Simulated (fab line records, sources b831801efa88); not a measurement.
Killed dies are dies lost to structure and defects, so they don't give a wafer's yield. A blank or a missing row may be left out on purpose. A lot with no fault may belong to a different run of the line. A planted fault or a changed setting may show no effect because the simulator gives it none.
A single fault, viewed from 2 desks :: flow sky130 :: each desk holds nothing but its own numbers, with what lay behind them at the end

== THE TOOL OWNER'S DESK: hdpcvd-01 ==
The tool's own readings at SKY_FIELD_ISO_CVD_24 (deposits SiO2, target thk 595 nm, time 99.2 s): means of the sampled wafers that have a number, for each lot that ran on this tool. Marked OUT: a lot whose mean sits more than 4 standard deviations from the usual mean, which makes it out of limits; the brackets give that distance.
Columns: A = sih4-flow-sccm at SKY_FIELD_ISO_CVD_24, usual 60.01 sccm
lot: L391
first seen here: day 2 11:51
A: 60.15

lot: L394
first seen here: day 3 05:14
A: 60.04

lot: L402
first seen here: day 4 22:19
A: 60.01

lot: L403
first seen here: day 5 03:53
A: 60.07
Result from this desk: across the 4 lots, nothing is out of limits.

== AT THE METROLOGY DESK ==
Means of the sampled wafers that have a number, per lot and without regard to the tool the lot ran on: this is what the gauges read. Marked OUT: a lot whose mean sits more than 4 standard deviations from the usual mean, which makes it out of limits; the brackets give that distance.
Columns: A = FIELD_ISO_CVD_24_THK at SKY_FIELD_ISO_THK_MEAS_25, usual 595 nm; B = PWDE_OVL at SKY_PWDE_OVL_MEAS_07, usual -0.7 nm; C = GATE_OXIDE_OVL at SKY_GATE_OXIDE_OVL_MEAS_10, usual -0.6 nm
lot: L391
first seen here: day 2 11:55
A: 596
B: -0.1
C: 0.0

lot: L392
first seen here: day 2 16:49
A: 598
B: -0.1
C: -0.2

lot: L394
first seen here: day 3 05:19
A: 597
B: -0.9
C: -1.9

lot: L396
first seen here: day 3 14:12
A: 588
B: -1.1
C: -0.6

lot: L402
first seen here: day 4 22:24
A: 631 (+6.3) OUT
B: -1.0
C: 0.2

lot: L403
first seen here: day 5 03:58
A: 671 (+13) OUT
B: -0.7
C: -0.0

lot: L404
first seen here: day 5 09:28
A: 590
B: -0.2
C: -1.1

lot: L405
first seen here: day 5 14:53
A: 594
B: -0.8
C: -0.5

lot: L406
first seen here: day 5 20:56
A: 608
B: -0.6
C: -2.2

lot: L409
first seen here: day 6 13:10
A: 594
B: 0.1
C: -0.1

lot: L412
first seen here: day 7 06:08
A: 588
B: -2.0
C: -0.4

lot: L413
first seen here: day 7 08:56
A: 591
B: 1.0
C: 1.5
This desk's finding: out of limits on L402, L403; first on L402, day 4 22:24 (FIELD_ISO_CVD_24_THK at SKY_FIELD_ISO_THK_MEAS_25). In limits: L391, L392, L394, L396, L404, L405, L406, L409, L412, L413.

== TAKEN TOGETHER ==
Metrology desk: alarm possible at day 4 22:24 on L402, L403.
The desk of the tool owner found nothing out of limits.
The tool owner's desk has L402, L403 on record, within its limits.
The lots listed all ran SKY_FIELD_ISO_CVD_24 on hdpcvd-01.

== WHAT HAD BEEN PUT IN BY THE SIMULATOR ==
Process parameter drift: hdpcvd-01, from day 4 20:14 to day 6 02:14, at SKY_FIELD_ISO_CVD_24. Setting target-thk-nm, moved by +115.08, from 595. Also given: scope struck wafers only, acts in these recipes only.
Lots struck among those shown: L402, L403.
Per desk, hours elapsed from the start of the fault to the first reading out of limits: for the metrology desk, 2.
